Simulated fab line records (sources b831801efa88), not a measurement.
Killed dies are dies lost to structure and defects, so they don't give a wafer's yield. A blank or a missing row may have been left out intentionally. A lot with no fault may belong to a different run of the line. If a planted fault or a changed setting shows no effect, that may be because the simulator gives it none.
fab line records	flow sky130
record lots=12	wafers=36	last_day=50
route steps=708 shown PWDE@47 VT_ADJUST_HVTP@96 VT_ADJUST_LVTN@107 VT_ADJUST_NCORE@129
lots that met no fault: from a run of the same line without faults
start_h: hours from the record's first day to the start of the lot's first wafer shown	wait_h: hours from the lot's prior step to this one	" as in the row above	L1.1+2: a single row standing in for several wafers	- no value, or no start given	* or withheld: withheld	< > ~ a bound
route shown NAME@n: NAME is a module with steps in the file, n the number in the route of the first one	usual: average and standard deviation across the fault-free wafers	same: alike in all rows	chamber/n: place in a boat	sites: each site's reading	_std_site: standard deviation across them	_edge_site: mean of outer sites minus mean of inner sites	radius_mm: for every site, how far away it sits from the centre of the wafer	mask NAME#n: copy n	behind: tool/chamber where the wafer was last shaped	hold: what put the lot on hold/how long, in hours/how the hold closed	device: which transistor (n, p or np) failed to switch	end of line: the tests these same wafers got at the end of their route	a step given without rows: its recipe and nothing more	killed: at the first sort, the dies lost to defects and structure; wafer yield is something else	map: per-die view of a wafer (x killed, . not killed, _ where there is no die)
set.NAME: setting as actually run; set.NAME@STEP: the setting as run at that earlier step	model.NAME: the simulator's own value behind a step, which no gauge read
the route's steps for a sample of lots (tables are steps, rows are wafers)
services: the hour from which a tool's chamber was out of use, counted from the record's first day as start_h (under 0 if before that day), plus the number of hours and why
## steps
# step SKY_PWDE_COAT_02
# recipe spin_rpm=2000	resist_thk_nm=3000
lot.wafer	tool	chamber	start_h	wait_h
L225.1+3+5	litho_track-04	0	58.18	0.1
L226.3+4+5	litho_track-03	0	65.82	0.1
L227.1+3+5	litho_track-03	0	71.42	0.1
L229.2+3+4	litho_track-03	0	82.14	0.1
L232.2+3+4	litho_track-04	0	103.61	0.1
L234.4+5+6	litho_track-03	0	110.49	0.1
L235.3+4+6	litho_track-03	0	114.27	0.1
L238.2+4+6	litho_track-01	0	135.83	0.1
L240.2+3+5	litho_track-01	0	142.88	0.1
L241.3+4+5	litho_track-01	0	147.95	0.1
L243.4+5+6	litho_track-04	0	156.96	0.1
L246.1+5+6	litho_track-04	0	179.23	0.1
# step SKY_PWDE_STRIP_09
# recipe chemistry=O2/N2	power_w=1400	pressure_mtorr=1500	platen_temp_c=withheld	o2_flow_sccm=3000	n2_flow_sccm=300	overash_fraction=0.5
# usual chamber_pressure_mTorr=1500.3/2	drypump_motor_current_A=5.7/0.73	o2_flow_sccm=3000/9.3	oes_product_au=0.722/0.0047	strip_time_to_endpoint_s=36.95/0.12
lot.wafer	tool	chamber	start_h	wait_h	chamber_pressure_mTorr	drypump_motor_current_A	o2_flow_sccm	oes_product_au	rf_hours_counter_h	strip_time_to_endpoint_s
L225.1	plasma_asher-01	0	66.34	0.1	1500.1	4.8	2979	0.717	39	36.80
L225.3	"	1	"	"	1500.4	5.2	3004	0.711	-	36.98
L225.5	"	0	"	"	1500.0	4.9	2974	0.721	-	36.70
L226.3	plasma_asher-04	1	74.52	0.1	1501.1	6.7	2993	0.715	-	36.77
L226.4	"	0	"	"	1499.7	5.1	2991	0.723	-	36.69
L226.5	"	1	"	"	1501.1	6.7	2986	0.721	-	36.73
L227.1	plasma_asher-01	1	79.44	0.1	1498.0	5.2	3000	0.723	40	37.07
L227.3	"	0	"	"	1501.4	4.8	2998	0.732	-	37.11
L227.5	"	1	"	"	1501.3	5.2	2993	0.726	-	37.09
L229.2	plasma_asher-03	0	91.06	0.1	1499.6	6.2	2999	0.721	41	37.03
L229.3	"	0	"	"	1500.6	6.2	2993	0.731	-	36.96
L229.4	"	1	"	"	1499.4	5.3	3012	0.724	-	36.87
L232.2	plasma_asher-04	0	113.31	0.1	1502.4	5.2	2989	0.717	45	36.80
L232.3	"	0	"	"	1501.8	5.1	2982	0.720	-	36.89
L232.4	"	1	"	"	1500.3	6.7	3005	0.721	-	36.82
L234.4	plasma_asher-04	0	119.02	0.1	1500.3	5.2	3000	0.723	-	37.37
L234.5	"	0	"	"	1497.3	5.1	2991	0.722	-	37.45
L234.6	"	1	"	"	1501.8	6.7	2996	0.727	-	37.40
L235.3	plasma_asher-04	1	123.34	0.1	1499.1	6.7	3007	0.725	-	37.52
L235.4	"	0	"	"	1499.3	5.1	2998	0.715	-	37.52
L235.6	"	1	"	"	1499.5	6.7	3008	0.718	-	37.54
L238.2	plasma_asher-04	1	146.07	0.1	1498.4	6.7	3020	0.725	49	36.82
L238.4	"	1	"	"	1501.3	6.7	3015	0.725	-	36.89
L238.6	"	0	"	"	1497.8	5.1	3005	0.714	-	36.75
L240.2	plasma_asher-04	0	152.84	0.1	1500.6	5.1	2993	0.721	50	37.10
L240.3	"	0	"	"	1499.7	5.2	2991	0.720	-	37.10
L240.5	"	0	"	"	1497.0	5.1	2998	0.722	-	37.04
L241.3	plasma_asher-01	0	157.80	0.1	1498.6	4.9	2998	0.720	-	37.04
L241.4	"	1	"	"	1498.8	5.2	3014	0.723	-	36.89
L241.5	"	1	"	"	1501.6	5.2	3007	0.723	-	36.88
L243.4	plasma_asher-03	1	167.77	0.1	1499.9	5.3	3013	0.725	-	37.03
L243.5	"	1	"	"	1501.3	5.3	3015	0.718	-	36.98
L243.6	"	0	"	"	1501.1	6.2	2986	0.728	-	37.03
L246.1	plasma_asher-04	0	190.02	0.1	1500.5	5.1	3012	0.714	53	36.99
L246.5	"	1	"	"	1498.9	6.7	3010	0.722	-	37.08
L246.6	"	0	"	"	1502.3	5.1	2995	0.727	-	36.98
# step SKY_VT_ADJUST_HVTP_TW_MEAS_11
# usual VT_ADJUST_HVTP_TW=1356/15
lot.wafer	tool	chamber	start_h	wait_h	VT_ADJUST_HVTP_TW
L225.1	film_metro-01	-	117.77	0.1	1371
L225.3	"	-	"	"	1370
L225.5	"	-	"	"	1372
L226.3	film_metro-01	-	128.90	0.1	1372
L226.4	"	-	"	"	1360
L226.5	"	-	"	"	1360
L227.1	film_metro-02	-	134.78	0.1	1384
L227.3	"	-	"	"	1376
L227.5	"	-	"	"	1372
L229.2	film_metro-03	-	147.20	0.1	1348
L229.3	"	-	"	"	1350
L229.4	"	-	"	"	1340
L232.2	film_metro-01	-	172.23	0.1	1363
L232.3	"	-	"	"	1365
L232.4	"	-	"	"	1371
L234.4	film_metro-03	-	181.22	0.1	1343
L234.5	"	-	"	"	1348
L234.6	"	-	"	"	1349
L235.3	film_metro-03	-	185.36	0.1	1345
L235.4	"	-	"	"	1348
L235.6	"	-	"	"	1342
L238.2	film_metro-02	-	210.65	0.1	1377
L238.4	"	-	"	"	1370
L238.6	"	-	"	"	1373
L240.2	film_metro-02	-	218.04	0.1	1370
L240.3	"	-	"	"	1373
L240.5	"	-	"	"	1379
L241.3	film_metro-03	-	224.51	0.1	1349
L241.4	"	-	"	"	1348
L241.5	"	-	"	"	1353
L243.4	film_metro-02	-	241.16	0.1	1381
L243.5	"	-	"	"	1379
L243.6	"	-	"	"	1379
L246.1	film_metro-03	-	260.72	0.1	1337
L246.5	"	-	"	"	1337
L246.6	"	-	"	"	1341
# step SKY_VT_ADJUST_LVTN_TW_MEAS_10
# usual VT_ADJUST_LVTN_TW=243.1/2.5
lot.wafer	tool	chamber	start_h	wait_h	VT_ADJUST_LVTN_TW
L225.1	film_metro-02	-	136.90	0.1	246.5
L225.3	"	-	"	"	246.8
L225.5	"	-	"	"	245.5
L226.3	film_metro-02	-	148.43	0.1	245.1
L226.4	"	-	"	"	244.9
L226.5	"	-	"	"	245.6
L227.1	film_metro-04	-	154.71	0.1	245.2
L227.3	"	-	"	"	245.2
L227.5	"	-	"	"	246.3
L229.2	film_metro-03	-	167.50	0.1	239.7
L229.3	"	-	"	"	239.3
L229.4	"	-	"	"	239.6
L232.2	film_metro-04	-	193.92	0.1	242.5
L232.3	"	-	"	"	243.9
L232.4	"	-	"	"	243.8
L234.4	film_metro-04	-	203.42	0.1	243.2
L234.5	"	-	"	"	243.9
L234.6	"	-	"	"	243.9
L235.3	film_metro-03	-	206.66	0.1	239.4
L235.4	"	-	"	"	239.4
L235.6	"	-	"	"	240.5
L238.2	film_metro-04	-	233.40	0.1	242.8
L238.4	"	-	"	"	242.4
L238.6	"	-	"	"	244.2
L240.2	film_metro-03	-	240.51	0.1	238.8
L240.3	"	-	"	"	239.3
L240.5	"	-	"	"	238.8
L241.3	film_metro-02	-	247.77	0.1	244.7
L241.4	"	-	"	"	245.9
L241.5	"	-	"	"	243.7
L243.4	film_metro-03	-	264.32	0.1	239.4
L243.5	"	-	"	"	239.0
L243.6	"	-	"	"	239.1
L246.1	film_metro-03	-	284.84	0.1	240.3
L246.5	"	-	"	"	239.1
L246.6	"	-	"	"	240.7
# step SKY_VT_ADJUST_NCORE_STRIP_10
# recipe chemistry=O2/N2	power_w=1400	pressure_mtorr=1500	platen_temp_c=withheld	o2_flow_sccm=3000	n2_flow_sccm=300	overash_fraction=0.5
# usual chamber_pressure_mTorr=1500.0/1.4	drypump_motor_current_A=5.6/0.64	o2_flow_sccm=2999/9.4	oes_product_au=0.715/0.0047	strip_time_to_endpoint_s=14.18/0.04
lot.wafer	tool	chamber	start_h	wait_h	chamber_pressure_mTorr	drypump_motor_current_A	o2_flow_sccm	oes_product_au	rf_hours_counter_h	strip_time_to_endpoint_s
L225.1	plasma_asher-03	0	177.98	0.1	1499.5	6.2	2995	0.716	5	14.15
L225.3	"	0	"	"	1500.9	6.2	3004	0.715	-	14.15
L225.5	"	0	"	"	1501.7	6.2	2996	0.717	-	14.15
L226.3	plasma_asher-01	1	190.06	0.1	1500.0	5.2	2987	0.719	-	14.19
L226.4	"	0	"	"	1501.9	4.9	2996	0.713	-	14.19
L226.5	"	0	"	"	1499.3	4.9	2999	0.718	-	14.18
L227.1	plasma_asher-01	1	197.78	0.1	1499.8	5.2	3008	0.710	52	14.14
L227.3	"	0	"	"	1502.0	4.9	2993	0.714	-	14.23
L227.5	"	1	"	"	1499.7	5.2	2997	0.718	-	14.19
L229.2	plasma_asher-01	0	211.31	0.1	1497.4	4.9	2993	0.715	53	14.17
L229.3	"	0	"	"	1499.1	4.9	2994	0.712	-	14.18
L229.4	"	1	"	"	1500.7	5.2	3012	0.718	-	14.20
L232.2	plasma_asher-03	1	238.38	0.1	1498.4	5.3	2992	0.708	11	14.19
L232.3	"	1	"	"	1500.9	5.3	2998	0.715	-	14.24
L232.4	"	0	"	"	1500.7	6.2	2975	0.709	-	14.24
L234.4	plasma_asher-03	0	249.76	0.1	1498.7	6.2	2993	0.719	-	14.09
L234.5	"	0	"	"	1501.0	6.2	2993	0.713	-	14.10
L234.6	"	1	"	"	1498.5	5.3	2995	0.710	-	14.13
L235.3	plasma_asher-03	1	252.04	0.1	1499.8	5.3	2996	0.726	-	14.16
L235.4	"	0	"	"	1498.5	6.2	3011	0.717	-	14.20
L235.6	"	0	"	"	1503.1	6.2	3010	0.720	-	14.22
L238.2	plasma_asher-04	0	281.21	0.1	1499.1	5.1	3007	0.711	62	14.25
L238.4	"	0	"	"	1498.0	5.1	3005	0.715	-	14.23
L238.6	"	1	"	"	1499.8	6.7	3000	0.718	-	14.21
L240.2	plasma_asher-04	0	288.11	0.1	1502.6	5.1	3004	0.709	63	14.18
L240.3	"	0	"	"	1501.6	5.1	3010	0.710	-	14.22
L240.5	"	1	"	"	1499.9	6.7	3009	0.713	-	14.22
L241.3	plasma_asher-03	0	294.06	0.1	1499.2	6.2	3008	0.713	-	14.23
L241.4	"	1	"	"	1500.5	5.3	3002	0.725	-	14.17
L241.5	"	0	"	"	1502.4	6.2	2998	0.713	-	14.20
L243.4	plasma_asher-04	0	314.01	0.1	1498.4	5.1	2982	0.716	-	14.21
L243.5	"	0	"	"	1500.5	5.2	2982	0.704	-	14.16
L243.6	"	1	"	"	1501.1	6.7	2995	0.712	-	14.24
L246.1	plasma_asher-01	1	334.29	0.1	1501.1	5.2	3001	0.719	64	14.21
L246.5	"	0	"	"	1498.7	4.9	3012	0.713	-	14.24
L246.6	"	1	"	"	1498.9	5.2	3012	0.718	-	14.20
## services
tool	chamber	start_h	hours	kind
litho_track-04	-	42.46	-	consumable_replace:filter
litho_track-01	-	48.43	-	consumable_replace:filter
plasma_asher-03	-	92.47	28.1	pm
plasma_asher-01	-	95.61	7.7	repair
plasma_asher-03	-	120.57	9.0	pm
plasma_asher-03	0	120.57	9.0	vent_cycle
plasma_asher-03	1	120.57	9.0	vent_cycle
plasma_asher-03	0	129.57	-	clean
plasma_asher-03	1	129.57	-	clean
plasma_asher-01	-	148.70	0.9	repair
litho_track-04	-	167.26	-	consumable_replace:filter
plasma_asher-01	-	203.24	1.8	repair
## key
first_sign step=SKY_PWDE_STRIP_09	reading=strip_time_to_endpoint_s	direction=up	sigmas=4.3	usual=*	struck=*
effect none on later readings
met_at SKY_PWDE_COAT_02
struck_lots L234,L235
tester_left_out L234,L235
not_acting_at SKY_VT_ADJUST_HVTP_TW_MEAS_11,SKY_VT_ADJUST_LVTN_TW_MEAS_10,SKY_VT_ADJUST_NCORE_STRIP_10
onset_between 82.14 110.49
fault kind=process_parameter_drift	tool=litho_track-03	chamber=-	onset_h=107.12	steps=SKY_PWDE_COAT_02	channel=resist_thk_nm	offset=51.88	shape=step	end_h=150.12	acts_in=these_recipes_only	stated=3000
# tester_left_out: of these lots the tester's yield and bins aren't shown, on N5 and GAA mostly nor the transistor test; their killed dies are dies lost to structure and defects alone, not to doping, threshold or leakage, so they don't give the yield
